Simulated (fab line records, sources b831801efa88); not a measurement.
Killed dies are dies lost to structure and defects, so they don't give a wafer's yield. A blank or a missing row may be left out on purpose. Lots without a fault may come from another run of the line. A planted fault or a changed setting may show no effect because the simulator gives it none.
A struck lot beside a sound one | flow sfq_line | 14 steps out of a route of 325
Sound: wafers L392.1, L392.2, L392.3. Struck: wafer L401.3. (L401.4, L401.5 of the same lot were not struck and are left out.) The cause comes at the end.
At each step with rows: each side's tool, then ch and its chambers, then its first start. Under that, the readings that differ: sound wafers | struck wafers | difference of the means | sigmas: that difference in standard deviations of wafers without a fault.
alike: readings whose means differ by less than 2 such deviations, and words and numbers that are the same on both sides. not compared: withheld readings, readings that some wafer has no value for, bounds like >300 that may hide the same value, and numbers for which the record gives no deviation and whose values overlap.
The two part at a step that has a row with sigmas, a row that says differs or no value, or rows on one side only. Numbers that don't overlap but have no deviation are shown without sigmas and don't part them. A reading that every wafer of one side lacks parts them only if that side has two wafers or more.

first, 6 steps without rows for these wafers: SFQ_TRILAYER_M4_LITHO_COAT_098 (resist thk 62 nm); SFQ_TRILAYER_M4_LITHO_COAT_093 (resist thk 600 nm); SFQ_TRILAYER_M4_LITHO_SOFTBAKE_097; SFQ_TRILAYER_M4_LITHO_EXPOSE_094 (exposes mask M4, target cd 500 nm); SFQ_TRILAYER_M4_LITHO_PEB_096 (peb time 60 s); SFQ_TRILAYER_M4_LITHO_DEVELOP_095 (time 60 s).
SFQ_M4_OVL_MEAS_926:
  sound on overlay-02, day 51 18:02; struck on overlay-01, day 56 09:27
  alike: M4_OVL
SFQ_TRILAYER_M4_BARC_OPEN_METAL_ETCH_123: etches BARC in O2, target depth 125 nm, time 41.7 s.
  sound on rie_metal-04 ch 0,1, day 51 18:04; struck on rie_metal-04 ch 0, day 56 09:29
  alike: chamber_pressure_mTorr, drypump_motor_current_A, oes_product_au
  not compared: rf_hours_counter_h
SFQ_TRILAYER_M4_ETCH_METAL_ETCH_096: etches Nb in Cl2/Ar, stops on SiO2, target depth 240 nm, time 120 s.
  sound on rie_metal-04 ch 0,1, day 51 18:08; struck on rie_metal-04 ch 0, day 56 09:34
  reading               | sound             | struck | difference | sigmas
  oes_product_au (a.u.) | 0.907 0.889 0.906 | 0.882  | -0.019     | -3
  alike: chamber_pressure_mTorr, drypump_motor_current_A
  not compared: rf_hours_counter_h
SFQ_TRILAYER_M4_STRIP_STRIP_097: strips in O2.
  sound on rie_metal-04 ch 0,1, day 51 18:15; struck on rie_metal-04 ch 0, day 56 09:51
  alike: chamber_pressure_mTorr, drypump_motor_current_A, oes_product_au
  not compared: rf_hours_counter_h
then, 1 step without rows for these wafers: SFQ_TRILAYER_M4_STRIP_SOLV_CLEAN_098 (cleans in NMP, time 600 s).
SFQ_TRILAYER_I4_DEP_PECVD_099: deposits SiO2 from SiH4/N2O, time 111.11 s, target thk 500 nm.
  sound on pecvd-04 ch 0,1,2, day 51 19:02; struck on pecvd-02 ch 1, day 56 10:36
  reading                                             | sound             | struck | difference | sigmas
  heater_power_w (W)                                  | 55 65 89          | 40     | -30        | -2
  rf_fwd_power_W (W)                                  | 182.6 183.3 182.3 | 211.0  | +28.3      | +47
  model.SiO2_of_TRILAYER_I4_DEP_PECVD_099.thk_nm (nm) | 490.1 497.5 495.9 | 515.1  | +20.6      |
  alike: susceptor_temp_C, throttle_valve_pct
SFQ_TRILAYER_I4_CMP_CMP_100: polishes SiO2.
  sound on cmp-02 ch 0,2,3, day 51 22:11; struck on cmp-01 ch 2, day 56 11:41
  reading                | sound       | struck | difference | sigmas
  time_to_endpoint_s (s) | 208 212 212 | 232    | +21        | +4
  alike: motor_current_A
SFQ_I4_BOW_MEAS_927:
  sound on film_metro-01, day 52 00:41; struck on film_metro-03, day 56 13:43
  alike: I4_BOW

WHERE THEY PART
First at SFQ_TRILAYER_M4_ETCH_METAL_ETCH_096; last, within this record, at SFQ_TRILAYER_I4_CMP_CMP_100. Later steps at which nothing parts them and some readings are alike: SFQ_I4_BOW_MEAS_927.

WHY: what the simulator had put in
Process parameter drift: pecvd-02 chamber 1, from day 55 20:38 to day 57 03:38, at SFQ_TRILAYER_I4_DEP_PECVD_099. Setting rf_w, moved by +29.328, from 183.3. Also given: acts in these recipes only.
